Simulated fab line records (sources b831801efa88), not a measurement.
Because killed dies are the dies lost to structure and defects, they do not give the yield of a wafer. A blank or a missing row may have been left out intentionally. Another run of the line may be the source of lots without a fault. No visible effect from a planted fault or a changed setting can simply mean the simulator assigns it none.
Which of the tools did it? / flow gf180mcu / Sampling: 13 lots, 39 wafers, 5 of 602 route steps

## WHAT THE GAUGES READ, wafer by wafer
GF_V2_CD_MEAS_14: target cd 260 nm.
lot=L853; measured=day 20 09:11; on=cdSem-02; cdNm (nm)=259.7 258.7 259.4
lot=L855; measured=day 21 10:28; on=cdSem-02; cdNm (nm)=259.6 260.1 259.3
lot=L857; measured=day 21 17:27; on=cdSem-01; cdNm (nm)=259.0 258.9 258.7
lot=L858; measured=day 22 03:37; on=cdSem-01; cdNm (nm)=260.6 260.4 260.7
lot=L859; measured=day 22 15:32; on=cdSem-01; cdNm (nm)=262.3 261.7 262.2
lot=L863; measured=day 24 05:10; on=cdSem-01; cdNm (nm)=267.1 266.0 265.8
lot=L864; measured=day 24 11:13; on=cdSem-02; cdNm (nm)=267.8 266.3 266.9
lot=L865; measured=day 24 21:07; on=cdSem-01; cdNm (nm)=265.7 266.1 264.7
lot=L866; measured=day 25 00:33; on=cdSem-01; cdNm (nm)=260.1 259.8 261.4
lot=L871; measured=day 26 10:13; on=cdSem-01; cdNm (nm)=260.6 258.6 258.2
lot=L872; measured=day 26 20:01; on=cdSem-02; cdNm (nm)=259.5 259.8 259.3
lot=L874; measured=day 27 12:49; on=cdSem-01; cdNm (nm)=260.3 260.0 260.6
lot=L875; measured=day 27 19:56; on=cdSem-02; cdNm (nm)=259.2 259.1 259.0

## EACH LOT AND THE TOOL THAT RAN IT (in order: tool; ch and the chambers of the sampled wafers; start)
lot=L853; GF_V1_SPUTTER_21=pvdSputter-03, day 18 04:50; GF_M2_SPUTTER_04=pvdSputter-04, day 18 05:43; GF_V2_CMP_04=cmp-02 ch 0,2,3, day 19 07:44; GF_V2_SOFTBAKE_10=lithoTrack-01 ch 0, day 19 20:00
lot=L855; GF_V1_SPUTTER_21=pvdSputter-03, day 19 08:23; GF_M2_SPUTTER_04=pvdSputter-01, day 19 09:15; GF_V2_CMP_04=cmp-01 ch 0,1,2, day 20 10:38; GF_V2_SOFTBAKE_10=lithoTrack-04 ch 0, day 20 23:00
lot=L857; GF_V1_SPUTTER_21=pvdSputter-03, day 19 15:02; GF_M2_SPUTTER_04=pvdSputter-02, day 19 15:55; GF_V2_CMP_04=cmp-01 ch 0,1,3, day 20 17:10; GF_V2_SOFTBAKE_10=lithoTrack-04 ch 0, day 21 05:00
lot=L858; GF_V1_SPUTTER_21=pvdSputter-03, day 20 02:19; GF_M2_SPUTTER_04=pvdSputter-04, day 20 03:11; GF_V2_CMP_04=cmp-01 ch 1,2, day 21 03:44; GF_V2_SOFTBAKE_10=lithoTrack-02 ch 0, day 21 15:00
lot=L859; GF_V1_SPUTTER_21=pvdSputter-01, day 20 14:33; GF_M2_SPUTTER_04=pvdSputter-02, day 20 15:26; GF_V2_CMP_04=cmp-01 ch 2,3, day 21 16:08; GF_V2_SOFTBAKE_10=lithoTrack-01 ch 0, day 22 03:00
lot=L863; GF_V1_SPUTTER_21=pvdSputter-01, day 22 05:23; GF_M2_SPUTTER_04=pvdSputter-04, day 22 06:15; GF_V2_CMP_04=cmp-01 ch 0,1, day 23 06:40; GF_V2_SOFTBAKE_10=lithoTrack-04 ch 0, day 23 18:00
lot=L864; GF_V1_SPUTTER_21=pvdSputter-03, day 22 12:13; GF_M2_SPUTTER_04=pvdSputter-04, day 22 13:07; GF_V2_CMP_04=cmp-02 ch 0,3, day 23 12:10; GF_V2_SOFTBAKE_10=lithoTrack-04 ch 0, day 23 23:00
lot=L865; GF_V1_SPUTTER_21=pvdSputter-04, day 22 22:25; GF_M2_SPUTTER_04=pvdSputter-02, day 22 23:18; GF_V2_CMP_04=cmp-02 ch 1,3, day 23 23:04; GF_V2_SOFTBAKE_10=lithoTrack-04 ch 0, day 24 09:00
lot=L866; GF_V1_SPUTTER_21=pvdSputter-01, day 23 01:25; GF_M2_SPUTTER_04=pvdSputter-04, day 23 02:17; GF_V2_CMP_04=cmp-02 ch 0,1,3, day 24 02:04; GF_V2_SOFTBAKE_10=lithoTrack-01 ch 0, day 24 13:00
lot=L871; GF_V1_SPUTTER_21=pvdSputter-04, day 24 14:41; GF_M2_SPUTTER_04=pvdSputter-02, day 24 15:34; GF_V2_CMP_04=cmp-01 ch 1,3, day 25 13:29; GF_V2_SOFTBAKE_10=lithoTrack-01 ch 0, day 26 00:00
lot=L872; GF_V1_SPUTTER_21=pvdSputter-01, day 24 23:22; GF_M2_SPUTTER_04=pvdSputter-01, day 25 00:20; GF_V2_CMP_04=cmp-02 ch 1,2, day 25 22:37; GF_V2_SOFTBAKE_10=lithoTrack-02 ch 0, day 26 09:00
lot=L874; GF_V1_SPUTTER_21=pvdSputter-04, day 25 17:10; GF_M2_SPUTTER_04=pvdSputter-01, day 25 18:02; GF_V2_CMP_04=cmp-02 ch 0,2,3, day 26 16:19; GF_V2_SOFTBAKE_10=lithoTrack-02 ch 0, day 27 02:00
lot=L875; GF_V1_SPUTTER_21=pvdSputter-01, day 26 00:16; GF_M2_SPUTTER_04=pvdSputter-04, day 26 01:21; GF_V2_CMP_04=cmp-01 ch 0,3, day 26 22:57; GF_V2_SOFTBAKE_10=lithoTrack-04 ch 0, day 27 09:00
- GF_V1_SPUTTER_21: material Ti, target thk 15 nm, time 80.02 s.
- GF_M2_SPUTTER_04: material TiN, target thk 50 nm, time 41.7 s.
- GF_V2_CMP_04: polishes SiO2.
- GF_V2_SOFTBAKE_10: time 60 s.

## WHAT THE TOOLS THEMSELVES READ (means of the sampled wafers that have a number; where no wafer has one, the mark that the record gives instead)
GF_V1_SPUTTER_21.
lot=L853; tool=pvdSputter-03; throttleValvePct (%)=29.6
lot=L855; tool=pvdSputter-03; throttleValvePct (%)=29.5
lot=L857; tool=pvdSputter-03; throttleValvePct (%)=29.7
lot=L858; tool=pvdSputter-03; throttleValvePct (%)=30.0
lot=L859; tool=pvdSputter-01; throttleValvePct (%)=30.4
lot=L863; tool=pvdSputter-01; throttleValvePct (%)=30.3
lot=L864; tool=pvdSputter-03; throttleValvePct (%)=28.9
lot=L865; tool=pvdSputter-04; throttleValvePct (%)=29.6
lot=L866; tool=pvdSputter-01; throttleValvePct (%)=31.5
lot=L871; tool=pvdSputter-04; throttleValvePct (%)=29.7
lot=L872; tool=pvdSputter-01; throttleValvePct (%)=31.0
lot=L874; tool=pvdSputter-04; throttleValvePct (%)=29.4
lot=L875; tool=pvdSputter-01; throttleValvePct (%)=29.9

GF_M2_SPUTTER_04.
lot=L853; tool=pvdSputter-04; throttleValvePct (%)=29.6
lot=L855; tool=pvdSputter-01; throttleValvePct (%)=30.8
lot=L857; tool=pvdSputter-02; throttleValvePct (%)=30.7
lot=L858; tool=pvdSputter-04; throttleValvePct (%)=29.6
lot=L859; tool=pvdSputter-02; throttleValvePct (%)=31.2
lot=L863; tool=pvdSputter-04; throttleValvePct (%)=29.4
lot=L864; tool=pvdSputter-04; throttleValvePct (%)=29.4
lot=L865; tool=pvdSputter-02; throttleValvePct (%)=30.3
lot=L866; tool=pvdSputter-04; throttleValvePct (%)=29.2
lot=L871; tool=pvdSputter-02; throttleValvePct (%)=31.1
lot=L872; tool=pvdSputter-01; throttleValvePct (%)=30.2
lot=L874; tool=pvdSputter-01; throttleValvePct (%)=31.4
lot=L875; tool=pvdSputter-04; throttleValvePct (%)=29.5

GF_V2_CMP_04.
lot=L853; tool=cmp-02; motorCurrentA (A)=12.3; timeToEndpointS (s)=89
lot=L855; tool=cmp-01; motorCurrentA (A)=11.9; timeToEndpointS (s)=85
lot=L857; tool=cmp-01; motorCurrentA (A)=11.8; timeToEndpointS (s)=77
lot=L858; tool=cmp-01; motorCurrentA (A)=12.0; timeToEndpointS (s)=83
lot=L859; tool=cmp-01; motorCurrentA (A)=11.5; timeToEndpointS (s)=87
lot=L863; tool=cmp-01; motorCurrentA (A)=12.2; timeToEndpointS (s)=82
lot=L864; tool=cmp-02; motorCurrentA (A)=12.3; timeToEndpointS (s)=89
lot=L865; tool=cmp-02; motorCurrentA (A)=12.3; timeToEndpointS (s)=80
lot=L866; tool=cmp-02; motorCurrentA (A)=12.1; timeToEndpointS (s)=85
lot=L871; tool=cmp-01; motorCurrentA (A)=11.7; timeToEndpointS (s)=78
lot=L872; tool=cmp-02; motorCurrentA (A)=11.8; timeToEndpointS (s)=93
lot=L874; tool=cmp-02; motorCurrentA (A)=12.7; timeToEndpointS (s)=83
lot=L875; tool=cmp-01; motorCurrentA (A)=11.3; timeToEndpointS (s)=80

GF_V2_SOFTBAKE_10.
lot=L853; tool=lithoTrack-01; exhaustPa (Pa)=45.4; heaterPowerTotalW (W)=93.03; plateTempC (C)=130.09
lot=L855; tool=lithoTrack-04; exhaustPa (Pa)=44.5; heaterPowerTotalW (W)=93.06; plateTempC (C)=129.90
lot=L857; tool=lithoTrack-04; exhaustPa (Pa)=45.5; heaterPowerTotalW (W)=93.06; plateTempC (C)=129.69
lot=L858; tool=lithoTrack-02; exhaustPa (Pa)=45.4; heaterPowerTotalW (W)=93.02; plateTempC (C)=129.92
lot=L859; tool=lithoTrack-01; exhaustPa (Pa)=44.6; heaterPowerTotalW (W)=93.09; plateTempC (C)=129.98
lot=L863; tool=lithoTrack-04; exhaustPa (Pa)=45.5; heaterPowerTotalW (W)=95.14; plateTempC (C)=132.29
lot=L864; tool=lithoTrack-04; exhaustPa (Pa)=45.3; heaterPowerTotalW (W)=95.14; plateTempC (C)=132.22
lot=L865; tool=lithoTrack-04; exhaustPa (Pa)=44.8; heaterPowerTotalW (W)=95.13; plateTempC (C)=132.38
lot=L866; tool=lithoTrack-01; exhaustPa (Pa)=44.9; heaterPowerTotalW (W)=93.00; plateTempC (C)=129.98
lot=L871; tool=lithoTrack-01; exhaustPa (Pa)=45.1; heaterPowerTotalW (W)=93.01; plateTempC (C)=130.01
lot=L872; tool=lithoTrack-02; exhaustPa (Pa)=46.1; heaterPowerTotalW (W)=93.07; plateTempC (C)=129.82
lot=L874; tool=lithoTrack-02; exhaustPa (Pa)=44.6; heaterPowerTotalW (W)=93.10; plateTempC (C)=129.88
lot=L875; tool=lithoTrack-04; exhaustPa (Pa)=44.6; heaterPowerTotalW (W)=93.09; plateTempC (C)=129.96

## THE ANSWER, worked out from the rows above alone
Rule: what is usual is taken from the lots themselves. The widest of any qualifying gaps counts: lots, ordered by their means at a reading, are off when they make up no more than a third of the lots, leave a main group of 4 or more, and stand apart from it by 3 or more times the standard deviation of that group's means. The tables above print the reading to a certain number of digits; a main group whose means all agree to those digits is not used. Also off: a lot with no number at a reading for which 4 or more lots have one. The other lots that the step has rows for count as sound. The gauges are gone through in route order, then the tools' own readings, and for those a lot's mean is taken as printed above. At the first step where some lot is off, the reading lying furthest off is the one used; lots without a number count as furthest.
Off: L863, L864, L865 (GF_V2_CD_MEAS_14, cdNm). Mean 259.9 nm and standard deviation 0.92 in the main group.
A tool fits if, at a process step before that reading, it ran every lot that is off, and no sound lot after the first of them. Not tried: the gauges at GF_V2_CD_MEAS_14; whatever is off there is also off at GF_V2_SOFTBAKE_10, on other tools, and gauge error can't account for it. Not one of the candidates tried fits.

## WHAT WAS PUT IN BY THE SIMULATOR
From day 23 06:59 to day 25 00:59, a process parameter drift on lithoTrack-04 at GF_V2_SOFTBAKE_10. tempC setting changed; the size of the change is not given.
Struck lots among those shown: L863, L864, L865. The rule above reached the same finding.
